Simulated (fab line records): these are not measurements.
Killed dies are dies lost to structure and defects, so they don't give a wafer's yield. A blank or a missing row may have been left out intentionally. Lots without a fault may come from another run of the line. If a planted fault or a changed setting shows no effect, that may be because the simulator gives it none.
fab line records | flow sky130
record lots=7 wafers=21 lastDay=50
route steps=708 shown VT_ADJUST_PCH@145 SONOS_TUNNEL@154 PAD_OPEN@708
lots untouched by any fault: they come from a run of this same line in which no faults occurred
startH: the number of hours between the record's first day and the start of the first shown wafer of the lot | waitH: time in hours since the lot's previous step | " as in the row above | L1.1+2: a single row standing in for several wafers | - value missing, or start not given | * or withheld: withheld | < > ~ a bound
route shown NAME@n: a module of which the file shows steps, and the number in the route of the first | usual: mean/standard deviation taken from wafers without a fault | same: alike in all rows | chamber/n: place in a boat | sites: each site's reading | _std_site: standard deviation across them | _edge_site: outer sites' mean less inner sites' | radiusMm: for every site, how far away it sits from the centre of the wafer | mask NAME#n: copy n | behind: the most recent tool/chamber to have shaped the wafer | hold: what put the lot on hold/how long, in hours/how the hold closed | device: the n, p or np transistor that did not switch | end of line: tests of these same wafers at the route's end | for a step that has no rows: nothing shown but its recipe | killed: count of dies lost to structure and defects at first sort (not the wafer's yield) | map: a wafer's dies, x killed, . not, _ none there
set.NAME: the setting the step ran with; set.NAME@STEP: the setting that earlier step ran with | model.NAME: the simulator's own value behind a step, which no gauge read
a table for each step, a row for each wafer; lots at some steps of the route
## steps
# step SKY_VT_ADJUST_PCH_COAT_02
# recipe spinRpm=2000 resistThkNm=3000
# step SKY_VT_ADJUST_PCH_SOFTBAKE_03
# recipe tempC=110 timeS=withheld
# step SKY_VT_ADJUST_PCH_EXPOSE_04
# recipe maskId=NWM na=0.6 sourceShape=conventional sigmaOuter=0.6 polarization=unpolarized targetCdNm=840 doseMj=255
# step SKY_VT_ADJUST_PCH_PEB_05
# recipe tempC=115 timeS=withheld
# step SKY_VT_ADJUST_PCH_DEVELOP_06
# recipe wallAngleDeg=90 developer=TMAH developTimeS=60 devTempC=23
# step SKY_VT_ADJUST_PCH_OVL_MEAS_07
# usual VT_ADJUST_PCH_OVL=-0.4/1.6
# columns lot.wafer tool chamber startH waitH VT_ADJUST_PCH_OVL[nm]
L160.3 overlay-02 - 301.20 - -2.3
L160.4 " - " " -3.4
L160.5 " - " " -2.6
L161.1 overlay-01 - 309.91 - 0.9
L161.2 " - " " 0.5
L161.4 " - " " 2.0
L162.1 overlay-02 - 314.42 - -0.5
L162.3 " - " " -0.1
L162.6 " - " " -1.0
L163.1 overlay-01 - 323.87 - 0.3
L163.2 " - " " 1.5
L163.5 " - " " 1.6
L165.3 overlay-01 - 341.03 - -2.7
L165.4 " - " " 0.1
L165.6 " - " " 0.3
L172.2 overlay-02 - 398.18 - -0.4
L172.3 " - " " 0.4
L172.6 " - " " -0.1
L173.1 overlay-01 - 405.74 - -1.3
L173.2 " - " " -0.6
L173.5 " - " " 0.0
# step SKY_VT_ADJUST_PCH_IMPLANT_08
# recipe species=B energyKev=10 doseCm2=5e+11 tiltDeg=withheld
# step SKY_VT_ADJUST_PCH_STRIP_09
# recipe chemistry=O2/N2 powerW=1400 pressureMtorr=1500 platenTempC=withheld o2FlowSccm=3000 n2FlowSccm=300 overashFraction=0.5
# usual drypumpMotorCurrentA=5.60/0.26 oesProductAu=0.722/0.0047 stripTimeToEndpointS=36.95/0.12
# columns lot.wafer tool chamber startH waitH drypumpMotorCurrentA oesProductAu rfHoursCounterH stripTimeToEndpointS
L160.3 plasmaAsher-01 1 301.41 0.1 5.77 0.720 - 37.01
L160.4 " 0 " " 5.50 0.722 - 37.15
L160.5 " 0 " " 5.49 0.720 - 37.12
L161.1 plasmaAsher-01 0 310.10 0.1 5.46 0.721 18 36.83
L161.2 " 1 " " 5.77 0.716 18 36.98
L161.4 " 0 " " 5.49 0.723 - 36.90
L162.1 plasmaAsher-02 0 314.61 0.1 5.19 0.719 63 36.72
L162.3 " 1 " " 5.91 0.723 - 36.74
L162.6 " 0 " " 5.16 0.718 - 36.81
L163.1 plasmaAsher-02 0 324.06 0.1 5.18 0.727 64 36.94
L163.2 " 1 " " 5.94 0.720 64 36.94
L163.5 " 1 " " 5.93 0.730 - 37.06
L165.3 plasmaAsher-04 0 341.24 0.1 5.32 0.725 - 37.09
L165.4 " 1 " " 5.87 0.725 - 36.96
L165.6 " 0 " " 5.34 0.722 - 37.04
L172.2 plasmaAsher-04 0 398.36 0.1 5.34 0.723 57 36.93
L172.3 " 1 " " 5.91 0.728 - 37.17
L172.6 " 1 " " 5.89 0.720 - 37.04
L173.1 plasmaAsher-04 1 405.93 0.1 5.87 0.726 58 36.92
L173.2 " 0 " " 5.34 0.715 58 36.98
L173.5 " 1 " " 5.90 0.726 - 36.94
# step SKY_VT_ADJUST_PCH_TW_MEAS_10
# usual VT_ADJUST_PCH_TW=143.1/0.94
# columns lot.wafer tool chamber startH waitH VT_ADJUST_PCH_TW
L160.3 filmMetro-01 - 301.50 0.1 142.5
L160.4 " - " " 142.4
L160.5 " - " " 142.8
L161.1 filmMetro-04 - 310.20 0.1 143.6
L161.2 " - " " 144.3
L161.4 " - " " 143.6
L162.1 filmMetro-01 - 314.71 0.1 142.6
L162.3 " - " " 142.1
L162.6 " - " " 143.1
L163.1 filmMetro-04 - 324.16 0.1 144.0
L163.2 " - " " 143.5
L163.5 " - " " 142.9
L165.3 filmMetro-04 - 341.33 0.1 144.4
L165.4 " - " " 143.4
L165.6 " - " " 143.3
L172.2 filmMetro-01 - 398.47 0.1 144.4
L172.3 " - " " 144.9
L172.6 " - " " 144.2
L173.1 filmMetro-04 - 406.03 0.1 144.1
L173.2 " - " " 144.6
L173.5 " - " " 144.2
# step SKY_SONOS_TUNNEL_DEHYDRATE_00
# recipe tempC=200 timeS=60
# step SKY_SONOS_TUNNEL_HMDS_01
# recipe primeTimeS=60 primeTempC=120
# step SKY_SONOS_TUNNEL_COAT_02
# recipe resist=NOVOLAK spinRpm=3000 resistThkNm=1140
# step SKY_SONOS_TUNNEL_SOFTBAKE_03
# recipe tempC=90 timeS=60 resist=NOVOLAK
# usual resistLineTempC=23.00/0.097 runLengthS=89.23/0.11
# columns lot.wafer tool chamber startH waitH resistLineTempC runLengthS model.NOVOLAK_of_SONOS_TUNNEL_COAT_02.thkNm
L160.3 lithoTrack-02 0 314.33 0.1 23.21 89.09 1143
L160.4 " 0 " " 23.05 89.32 1141
L160.5 " 0 " " 23.07 89.14 1141
L161.1 lithoTrack-01 0 323.69 0.1 22.91 89.07 1142
L161.2 " 0 " " 23.10 89.15 1144
L161.4 " 0 " " 23.20 89.44 1142
L162.1 lithoTrack-02 0 328.23 0.1 22.87 120.64 1128
L162.3 " 0 " " 23.09 120.57 1129
L162.6 " 0 " " 23.20 120.64 1131
L163.1 lithoTrack-02 0 337.28 0.1 23.01 120.48 1132
L163.2 " 0 " " 22.94 120.50 1132
L163.5 " 0 " " 22.99 120.63 1130
L165.3 lithoTrack-02 0 354.53 0.1 22.94 120.58 1132
L165.4 " 0 " " 23.06 120.68 1130
L165.6 " 0 " " 22.89 120.50 1128
L172.2 lithoTrack-02 0 413.60 0.1 23.00 89.13 1142
L172.3 " 0 " " 23.06 89.19 1137
L172.6 " 0 " " 23.10 89.14 1142
L173.1 lithoTrack-02 0 420.93 0.1 22.98 89.26 1142
L173.2 " 0 " " 23.07 89.15 1144
L173.5 " 0 " " 22.94 89.11 1142
# step SKY_SONOS_TUNNEL_EXPOSE_04
# recipe maskId=TUNM na=0.6 sourceShape=conventional sigmaOuter=0.6 polarization=unpolarized targetCdNm=410 doseMj=138.1
# step SKY_SONOS_TUNNEL_PEB_05
# recipe tempC=withheld timeS=* resist=NOVOLAK
# step SKY_SONOS_TUNNEL_DEVELOP_06
# recipe resist=NOVOLAK developer=TMAH developTimeS=60 devTempC=23
# usual resistLineTempC=23.01/0.1
# columns lot.wafer tool chamber startH waitH resistLineTempC model.NOVOLAK_of_SONOS_TUNNEL_COAT_02.thkNm
L160.3 lithoTrack-04 0 327.72 0.1 23.00 1143
L160.4 " 0 " " 22.85 1140
L160.5 " 0 " " 22.96 1141
L161.1 lithoTrack-02 0 336.68 0.1 23.06 1141
L161.2 " 0 " " 23.03 1143
L161.4 " 0 " " 23.15 1142
L162.1 lithoTrack-01 0 341.54 0.1 22.82 1128
L162.3 " 0 " " 22.92 1128
L162.6 " 0 " " 23.04 1131
L163.1 lithoTrack-02 0 350.13 0.1 22.93 1131
L163.2 " 0 " " 23.01 1131
L163.5 " 0 " " 22.91 1130
L165.3 lithoTrack-04 0 367.47 0.1 23.08 1131
L165.4 " 0 " " 22.99 1129
L165.6 " 0 " " 23.01 1128
L172.2 lithoTrack-04 0 428.30 0.1 23.07 1141
L172.3 " 0 " " 22.99 1137
L172.6 " 0 " " 23.18 1141
L173.1 lithoTrack-04 0 436.07 0.1 22.99 1141
L173.2 " 0 " " 22.98 1143
L173.5 " 0 " " 22.83 1141
# step SKY_SONOS_TUNNEL_CD_MEAS_07
# recipe targetCdNm=410
# usual cdNm=409.3/2.4
# columns lot.wafer tool chamber startH waitH cdNm
L160.3 cdSem-02 - 327.86 0.1 407.7
L160.4 " - " " 407.0
L160.5 " - " " 408.2
L161.1 cdSem-02 - 336.83 0.1 405.7
L161.2 " - " " 405.4
L161.4 " - " " 405.4
L162.1 cdSem-02 - 341.69 0.1 409.4
L162.3 " - " " 408.6
L162.6 " - " " 410.0
L163.1 cdSem-01 - 350.28 0.1 410.1
L163.2 " - " " 410.0
L163.5 " - " " 409.0
L165.3 cdSem-02 - 367.61 0.1 414.2
L165.4 " - " " 414.6
L165.6 " - " " 412.3
L172.2 cdSem-01 - 428.44 0.1 406.2
L172.3 " - " " 407.2
L172.6 " - " " 406.9
L173.1 cdSem-01 - 436.22 0.1 414.5
L173.2 " - " " 411.1
L173.5 " - " " 411.8
# step SKY_PAD_OPEN_PROBE_99
# usual killed_at_M0_to_M3=43/6.5 killed_at_M4_up=3.2/1.9 killedAtContacts=25/5.5 killedAtFrontEnd=14/4.2 killedAtOther=0.2/0.44 killedDies=85/8.5 killedOpen=47/7 killedShort=39/6.3
# same grossDies=492 killedAtBackSide=0
# columns lot.wafer tool chamber startH waitH killed_at_M0_to_M3 killed_at_M4_up killedAtContacts killedAtFrontEnd killedAtOther killedDies killedOpen killedShort
L165.3 prober-02 - 1166.37 0.2 36 0 21 15 0 72 42 30
L165.4 prober-02 - 1166.42 0.2 56 2 23 17 0 98 68 30
L165.6 prober-02 - 1166.52 0.2 37 2 27 21 0 87 47 40
L173.1 prober-02 - 1205.75 0.1 40 1 23 10 0 74 43 31
L173.2 prober-02 - 1205.80 0.1 44 2 30 13 0 89 35 54
L173.5 prober-02 - 1205.95 0.2 35 5 37 21 1 99 49 50
# killed by level:class
L165.3 CONTACT:geometricParticle:open=13 METAL1:geometricParticle:short=10 VIA1:geometricParticle:open=6 POLY_GATE:geometricParticle:short=5 METAL1:geometricParticle:open=4 VIA2:geometricParticle:open=4 VIA3:geometricParticle:open=4 FIELD_ISO:geometricParticle:open=3
L165.4 VIA3:geometricParticle:open=14 CONTACT:geometricParticle:open=12 VIA2:geometricParticle:open=12 VIA1:geometricParticle:open=10 POLY_GATE:geometricParticle:open=6 LI_CONTACT:geometricParticle:open=6 VIA1:geometricParticle:short=5 POLY_GATE:geometricParticle:short=4
L165.6 CONTACT:geometricParticle:open=12 FIELD_ISO:geometricParticle:open=8 VIA1:geometricParticle:short=8 VIA1:geometricParticle:open=8 LI_CONTACT:geometricParticle:open=6 POLY_GATE:geometricParticle:short=5 METAL2:geometricParticle:short=5 LOCAL_INTERCONNECT:geometricParticle:short=4
L173.1 CONTACT:geometricParticle:open=9 VIA2:geometricParticle:open=8 METAL1:geometricParticle:short=8 VIA1:geometricParticle:open=8 CONTACT:geometricParticle:short=6 VIA3:geometricParticle:open=5 POLY_GATE:geometricParticle:open=3 LI_CONTACT:geometricParticle:open=3
L173.2 METAL1:geometricParticle:short=14 CONTACT:geometricParticle:open=12 METAL2:geometricParticle:short=7 VIA1:geometricParticle:open=7 LI_CONTACT:geometricParticle:short=5 CONTACT:geometricParticle:short=5 FIELD_ISO:geometricParticle:short=4 FIELD_ISO:geometricParticle:open=4
L173.5 CONTACT:geometricParticle:open=19 VIA1:geometricParticle:open=8 VIA1:geometricParticle:short=7 POLY_GATE:geometricParticle:short=6 FIELD_ISO:geometricParticle:short=5 LI_CONTACT:geometricParticle:short=5 LI_CONTACT:geometricParticle:open=5 LOCAL_INTERCONNECT:geometricParticle:short=5
## key
firstSign step=SKY_SONOS_TUNNEL_SOFTBAKE_03 reading=runLengthS direction=up sigmas=99+ usual=* struck=*
effect none on later readings
modelEffect step=SKY_SONOS_TUNNEL_SOFTBAKE_03 value=NOVOLAK_of_SONOS_TUNNEL_COAT_02.thkNm without=1138 struck=1130
modelEffect step=SKY_SONOS_TUNNEL_DEVELOP_06 value=NOVOLAK_of_SONOS_TUNNEL_COAT_02.thkNm without=1138 struck=1130
metAt SKY_SONOS_TUNNEL_SOFTBAKE_03
struckWafers L162.1,L162.3,L162.6,L163.1,L163.2,L163.5,L165.3,L165.4,L165.6
testerLeftOut L162,L163,L165
onsetBetween 314.33 328.23
fault kind=processParameterDrift tool=lithoTrack-02 chamber=- onsetH=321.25 steps=SKY_SONOS_TUNNEL_SOFTBAKE_03 channel=timeS offset=* shape=step endH=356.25 actsIn=* stated=*
# testerLeftOut: of these lots the tester's yield and bins aren't shown, on N5 and GAA mostly nor the transistor test; their killed dies are dies lost to structure and defects alone, not to doping, threshold or leakage, so they don't give the yield
